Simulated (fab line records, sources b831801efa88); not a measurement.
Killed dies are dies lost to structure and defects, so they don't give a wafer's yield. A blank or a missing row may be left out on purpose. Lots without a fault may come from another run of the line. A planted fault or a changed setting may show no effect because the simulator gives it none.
A struck lot beside a sound one | flow sky130 | 23 steps out of a route of 708
Sound: wafers L895.1, L895.3, L895.5. Struck: wafers L901.1, L901.5, L901.6. The cause comes at the end.
At each step with rows: each side's tool, then ch and its chambers, then its first start. Under that, the readings that differ: sound wafers | struck wafers | difference of the means | sigmas: that difference in standard deviations of wafers without a fault.
alike: readings whose means differ by less than 2 such deviations, and words and numbers that are the same on both sides. not compared: withheld readings, readings that some wafer has no value for, bounds like >300 that may hide the same value, and numbers for which the record gives no deviation and whose values overlap.
The two part at a step that has a row with sigmas, a row that says differs or no value, or rows on one side only. Numbers that don't overlap but have no deviation are shown without sigmas and don't part them. A reading that every wafer of one side lacks parts them only if that side has two wafers or more.

first, 3 steps without rows for these wafers: SKY_RES_PROTECT_PEB_05; SKY_RES_PROTECT_DEVELOP_06 (develop time 60 s); SKY_POLY_GATE_IMPLANT_02.
SKY_RES_PROTECT_STRIP_07: strips in O2/N2.
  sound on plasma_asher-02 ch 0,1, day 16 08:29; struck on plasma_asher-04 ch 0,1, day 18 03:39
  alike: drypump_motor_current_A, n2_flow_sccm, oes_product_au, strip_time_to_endpoint_s
  not compared: rf_hours_counter_h
SKY_RES_PROTECT_TW_MEAS_08:
  sound on film_metro-02, day 16 08:35; struck on film_metro-04, day 18 03:45
  alike: POLY_GATE_TW
then, 2 steps without rows for these wafers: SKY_RES_PROTECT_CLEAN_09 (cleans in SC1/SC2, time 150 s); SKY_POLY_GATE_CVD_03 (deposits Si3N4 from DCS/NH3, target thk 75 nm, time 1290 s).
SKY_POLY_GATE_THK_MEAS_04:
  sound on film_metro-01, day 16 12:34; struck on film_metro-02, day 18 05:13
  alike: POLY_GATE_CVD_03_THK
then, 4 steps without rows for these wafers: SKY_POLY_GATE_DEHYDRATE_05 (time 60 s); SKY_POLY_GATE_HMDS_06 (prime time 60 s); SKY_POLY_GATE_COAT_07 (resist thk 110 nm); SKY_POLY_GATE_COAT_08 (resist thk 450 nm).
SKY_POLY_GATE_SOFTBAKE_09: time 90 s.
  sound on litho_track-02 ch 0, day 17 02:00; struck on litho_track-01 ch 0, day 18 19:00
  reading                  | sound              | struck            | difference | sigmas
  heater_power_total_W (W) | 57.30 57.26 57.49  | 52.01 51.99 51.85 | -5.40      | -49
  plate_temp_C (C)         | 99.99 99.94 100.06 | 92.99 93.13 93.26 | -6.87      | -62
then, 2 steps without rows for these wafers: SKY_POLY_GATE_EXPOSE_10 (exposes mask P1M, target cd 150 nm); SKY_POLY_GATE_PEB_11.
SKY_POLY_GATE_DEVELOP_12: develop time 60 s.
  sound on litho_track-02 ch 0; struck on litho_track-04 ch 0
  reading                                          | sound             | struck            | difference | sigmas
  model.KrF-thick_of_POLY_GATE_COAT_08.thk_nm (nm) | 435.1 433.9 434.7 | 443.4 441.8 441.3 | +7.6       |
SKY_POLY_GATE_CD_MEAS_13: target cd 150 nm.
  sound on cd_sem-02, day 17 16:29; struck on cd_sem-01, day 19 11:20
  reading    | sound             | struck            | difference | sigmas
  cd_nm (nm) | 150.1 150.8 148.1 | 154.4 155.2 152.6 | +4.4       | +3
SKY_POLY_GATE_OVL_MEAS_14:
  sound on overlay-01, day 17 16:36; struck on overlay-02, day 19 11:28
  alike: POLY_GATE_OVL
SKY_POLY_GATE_ETCH_15: etches BARC in N2/H2, stops on SiO2, time 118.5 s, target depth 110 nm.
  sound on rie_diel-01 ch 0,2,3, day 17 16:38; struck on rie_diel-02 ch 0,3, day 19 11:29
  alike: drypump_motor_current_A, n2_flow_sccm, oes_product_au, throttle_valve_pct
  not compared: rf_hours_counter_h
SKY_POLY_GATE_ETCH_16: etches Si3N4 in CH3F/O2, stops on poly-Si, time 147.5 s, target depth 75 nm.
  sound on rie_diel-01 ch 0,2,3, day 17 16:43; struck on rie_diel-02 ch 0,3, day 19 11:35
  alike: drypump_motor_current_A, oes_product_au, throttle_valve_pct
  not compared: rf_hours_counter_h
SKY_POLY_GATE_ETCH_17: etches poly-Si in HBr/Cl2, stops on SiO2, target depth 180 nm, time 70.5 s.
  sound on rie_si-01 ch 2,3, day 17 16:49; struck on rie_si-01 ch 0,2,3, day 19 11:40
  reading                                          | sound             | struck            | difference | sigmas
  model.KrF-thick_of_POLY_GATE_COAT_08.thk_nm (nm) | 140.4 134.9 138.6 | 148.3 147.4 143.2 | +8.3       |
  alike: drypump_motor_current_A, mfc_cl2_sccm, oes_product_au, throttle_valve_pct
  not compared: rf_hours_counter_h
SKY_POLY_GATE_STRIP_18: strips in O2/N2.
  sound on plasma_asher-01 ch 0,1, day 17 16:52; struck on plasma_asher-01 ch 0,1, day 19 11:44
  reading                      | sound             | struck            | difference | sigmas
  strip_time_to_endpoint_s (s) | 3.167 3.109 3.163 | 3.271 3.259 3.221 | +0.104     | +4
  alike: drypump_motor_current_A, n2_flow_sccm, oes_product_au
  not compared: rf_hours_counter_h
then, 1 step without rows for these wafers: SKY_PAD_OPEN_PROBE_99.

WHERE THEY PART
First at SKY_POLY_GATE_SOFTBAKE_09; last, within this record, at SKY_POLY_GATE_STRIP_18.

WHY: what the simulator had put in
Process parameter drift: litho_track-01, from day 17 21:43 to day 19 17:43, at SKY_POLY_GATE_SOFTBAKE_09. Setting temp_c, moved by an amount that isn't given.
